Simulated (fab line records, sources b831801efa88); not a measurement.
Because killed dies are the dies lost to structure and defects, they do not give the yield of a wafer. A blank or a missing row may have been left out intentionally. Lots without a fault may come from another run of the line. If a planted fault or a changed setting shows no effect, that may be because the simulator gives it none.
The tool behind it: which one? / flow sky130 / 12 lots with 35 wafers sampled at 4 steps, on a route of 708 steps

== WHAT THE GAUGES SHOWED, per wafer ==
SKY_VIA3_OVL_MEAS_13. Usual: for VIA3_OVL the level is -3 nm and the standard deviation is 6.
lot=L250; measured=day 39 18:04; on=overlay-01; VIA3_OVL (nm)=-4 -4 -5; flag=
lot=L251; measured=day 40 03:28; on=overlay-02; VIA3_OVL (nm)=3 -10 -2; flag=
lot=L255; measured=day 41 17:37; on=overlay-02; VIA3_OVL (nm)=-4 -5 -1; flag=
lot=L258; measured=day 42 01:56; on=overlay-01; VIA3_OVL (nm)=0 -9 -1; flag=
lot=L259; measured=day 42 13:07; on=overlay-02; VIA3_OVL (nm)=-2 -4 1; flag=
lot=L261; measured=day 43 02:16; on=overlay-02; VIA3_OVL (nm)=-1 -16 -7; flag=
lot=L263; measured=day 43 10:41; on=overlay-02; VIA3_OVL (nm)=-4 -7 -4; flag=
lot=L264; measured=day 43 19:08; on=overlay-02; VIA3_OVL (nm)=-10 -12 -11; flag=
lot=L265; measured=day 43 20:46; on=overlay-02; VIA3_OVL (nm)=-5 -7 -3; flag=
lot=L269; measured=day 45 03:35; on=overlay-01; VIA3_OVL (nm)=79 82; flag=OFF
lot=L270; measured=day 45 18:40; on=overlay-01; VIA3_OVL (nm)=81 84 83; flag=OFF
lot=L272; measured=day 45 22:58; on=overlay-01; VIA3_OVL (nm)=67 73 67; flag=OFF

SKY_VIA3_THK_MEAS_23: measures by xrf. Usual: for VIA3_W_THK the level is 388 nm and the standard deviation is 5.
lot=L250; measured=day 39 19:08; on=film metro-03; VIA3_W_THK (nm)=385 386 394; flag=
lot=L251; measured=day 40 04:32; on=film metro-03; VIA3_W_THK (nm)=396 389 389; flag=
lot=L255; measured=day 41 18:39; on=film metro-02; VIA3_W_THK (nm)=386 390 381; flag=
lot=L258; measured=day 42 02:59; on=film metro-04; VIA3_W_THK (nm)=388 391 383; flag=
lot=L259; measured=day 42 14:09; on=film metro-04; VIA3_W_THK (nm)=386 384 387; flag=
lot=L261; measured=day 43 03:20; on=film metro-02; VIA3_W_THK (nm)=378 387 379; flag=
lot=L263; measured=day 43 11:49; on=film metro-03; VIA3_W_THK (nm)=394 396 396; flag=
lot=L264; measured=day 43 20:37; on=film metro-03; VIA3_W_THK (nm)=397 395 396; flag=
lot=L265; measured=day 43 21:53; on=film metro-03; VIA3_W_THK (nm)=390 394 385; flag=
lot=L269; measured=day 45 04:41; on=film metro-02; VIA3_W_THK (nm)=384 387; flag=
lot=L270; measured=day 45 19:43; on=film metro-04; VIA3_W_THK (nm)=388 391 393; flag=
lot=L272; measured=day 46 00:05; on=film metro-02; VIA3_W_THK (nm)=385 389 384; flag=

== WHICH TOOL RAN EACH LOT (tool, then ch and the chambers of the sampled wafers, then the start) ==
lot=L250; SKY_VIA3_EXPOSE_09=krf scanner-01 ch 0, day 39 05:56; SKY_VIA3_SPUTTER_20=pvd sputter-01, day 39 18:50
lot=L251; SKY_VIA3_EXPOSE_09=krf scanner-01 ch 0, day 39 14:50; SKY_VIA3_SPUTTER_20=pvd sputter-03, day 40 04:14
lot=L255; SKY_VIA3_EXPOSE_09=krf scanner-01 ch 0, day 41 05:16; SKY_VIA3_SPUTTER_20=pvd sputter-03, day 41 18:20
lot=L258; SKY_VIA3_EXPOSE_09=krf scanner-01 ch 0, day 41 14:34; SKY_VIA3_SPUTTER_20=pvd sputter-02, day 42 02:39
lot=L259; SKY_VIA3_EXPOSE_09=krf scanner-02 ch 0, day 42 01:07; SKY_VIA3_SPUTTER_20=pvd sputter-03, day 42 13:51
lot=L261; SKY_VIA3_EXPOSE_09=krf scanner-01 ch 0, day 42 15:04; SKY_VIA3_SPUTTER_20=pvd sputter-03, day 43 03:02
lot=L263; SKY_VIA3_EXPOSE_09=krf scanner-02 ch 0, day 42 23:08; SKY_VIA3_SPUTTER_20=pvd sputter-02, day 43 11:30
lot=L264; SKY_VIA3_EXPOSE_09=krf scanner-02 ch 0, day 43 07:41; SKY_VIA3_SPUTTER_20=pvd sputter-01, day 43 20:18
lot=L265; SKY_VIA3_EXPOSE_09=krf scanner-02 ch 0, day 43 09:17; SKY_VIA3_SPUTTER_20=pvd sputter-01, day 43 21:35
lot=L269; SKY_VIA3_EXPOSE_09=krf scanner-01 ch 0, day 44 16:50; SKY_VIA3_SPUTTER_20=pvd sputter-02, day 45 04:22
lot=L270; SKY_VIA3_EXPOSE_09=krf scanner-01 ch 0, day 45 07:43; SKY_VIA3_SPUTTER_20=pvd sputter-01, day 45 19:24
lot=L272; SKY_VIA3_EXPOSE_09=krf scanner-01 ch 0, day 45 12:40; SKY_VIA3_SPUTTER_20=pvd sputter-02, day 45 23:43
- SKY_VIA3_EXPOSE_09: exposes mask VIM3, target cd 200 nm.
- SKY_VIA3_SPUTTER_20: material TiN, target thk 20 nm, time 80 s.

== AS READ BY THE TOOLS THEMSELVES (means over the sampled wafers that have a number; for cases with no such wafer, the mark the record gives instead) ==
SKY_VIA3_SPUTTER_20. Usual: throttle valve pct at 30.2 %, with a standard deviation of 0.95.
lot=L250; tool=pvd sputter-01; throttle valve pct (%)=31.2; flag=
lot=L251; tool=pvd sputter-03; throttle valve pct (%)=29.8; flag=
lot=L255; tool=pvd sputter-03; throttle valve pct (%)=29.4; flag=
lot=L258; tool=pvd sputter-02; throttle valve pct (%)=30.5; flag=
lot=L259; tool=pvd sputter-03; throttle valve pct (%)=29.6; flag=
lot=L261; tool=pvd sputter-03; throttle valve pct (%)=29.4; flag=
lot=L263; tool=pvd sputter-02; throttle valve pct (%)=30.5; flag=
lot=L264; tool=pvd sputter-01; throttle valve pct (%)=30.3; flag=
lot=L265; tool=pvd sputter-01; throttle valve pct (%)=30.5; flag=
lot=L269; tool=pvd sputter-02; throttle valve pct (%)=30.2; flag=
lot=L270; tool=pvd sputter-01; throttle valve pct (%)=31.9; flag=
lot=L272; tool=pvd sputter-02; throttle valve pct (%)=30.1; flag=

== THE ANSWER, worked out from the rows above alone ==
Rule: lot off if the mean of its wafers having a number is beyond 3 standard deviations from the usual mean. Also off: a lot with no number at a reading for which 4 or more lots have one. The other lots that the step has rows for count as sound. After the gauges, taken in route order, come the tools' own readings; for these a lot's mean is taken, as printed above. The first step at which some lot is off is used, and at that step the reading that is off furthest; a lot without a number counts as furthest.
Off: L269, L270, L272, at SKY_VIA3_OVL_MEAS_13 (VIA3_OVL).
A tool fits if, at a process step before that reading, it ran every lot that is off, and no sound lot after the first of them. Those tools and the gauges at SKY_VIA3_OVL_MEAS_13 are tried in the same way. Can't be told from this: 2 tools fit, krf scanner-01 at SKY_VIA3_EXPOSE_09, overlay-01 at SKY_VIA3_OVL_MEAS_13.

== WHAT THE SIMULATOR PUT IN ==
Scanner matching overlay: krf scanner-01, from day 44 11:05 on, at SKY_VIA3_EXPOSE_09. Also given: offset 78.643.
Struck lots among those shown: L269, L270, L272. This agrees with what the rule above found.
